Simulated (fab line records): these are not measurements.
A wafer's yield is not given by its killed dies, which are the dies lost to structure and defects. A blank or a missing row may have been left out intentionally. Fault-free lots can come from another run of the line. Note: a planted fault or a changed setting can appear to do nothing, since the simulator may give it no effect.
Which tool is to blame? -- flow sfq line -- 7 lots, 21 wafers sampled, at 2 steps of a route of 325

## WHAT THE GAUGES SHOWED, per wafer
SFQ_M8_RS_MEAS_949: measurement is done with a four-point probe.
lot,measured,on,M8_AU_RS (ohm/sq)
L110,day 70 17:52,film metro-04,0.1547 0.1538 0.1552
L114,day 72 00:37,film metro-02,0.1558 0.1523 0.1531
L117,day 72 17:27,film metro-04,0.1252 0.1224 0.1256
L121,day 73 09:07,film metro-02,0.1248 0.1276 0.1245
L125,day 76 19:37,film metro-02,0.1556 0.1531 0.1576
L127,day 77 10:10,film metro-02,0.1529 0.1546 0.1547
L129,day 77 12:36,film metro-01,0.1505 0.1501 0.1524

## WHAT TOOL EACH LOT RAN ON (gives the tool, then ch and the chambers of the sampled wafers, and finally the start)
lot,SFQ_TRILAYER_M8_DEP_EVAP_196
L110,"pvd sputter-02, day 70 17:20"
L114,"pvd sputter-02, day 72 00:05"
L117,"pvd sputter-01, day 72 16:53"
L121,"pvd sputter-01, day 73 08:35"
L125,"pvd sputter-01, day 76 19:06"
L127,"pvd sputter-01, day 77 09:37"
L129,"pvd sputter-01, day 77 12:01"
- SFQ_TRILAYER_M8_DEP_EVAP_196: material Au, target thk 180 nm, time 900 s.

## THE ANSWER, worked out from the rows above alone
Rule: the lots themselves supply what counts as usual. The widest of any qualifying gaps counts: lots, ordered by their means at a reading, are off when they make up no more than a third of the lots, leave a main group of 4 or more, and stand apart from it by 3 or more times the standard deviation of that group's means. If all means in a main group match to the digits the tables above print for the reading, that group is not used. A lot without any number at a reading at which 4 lots or more have one is off too. Where the step has rows for the other lots, those lots are counted as sound.
Off: at SFQ_M8_RS_MEAS_949 (M8_AU_RS), L117, L121. For the main group the mean is 0.1538 ohm/sq and the standard deviation 0.0015.
A tool fits if, at a process step before that reading, it ran every lot that is off, and no sound lot after the first of them. The gauges at SFQ_M8_RS_MEAS_949 are tried like those tools. Of those tried, none fits.

## WHAT WAS PUT IN BY THE SIMULATOR
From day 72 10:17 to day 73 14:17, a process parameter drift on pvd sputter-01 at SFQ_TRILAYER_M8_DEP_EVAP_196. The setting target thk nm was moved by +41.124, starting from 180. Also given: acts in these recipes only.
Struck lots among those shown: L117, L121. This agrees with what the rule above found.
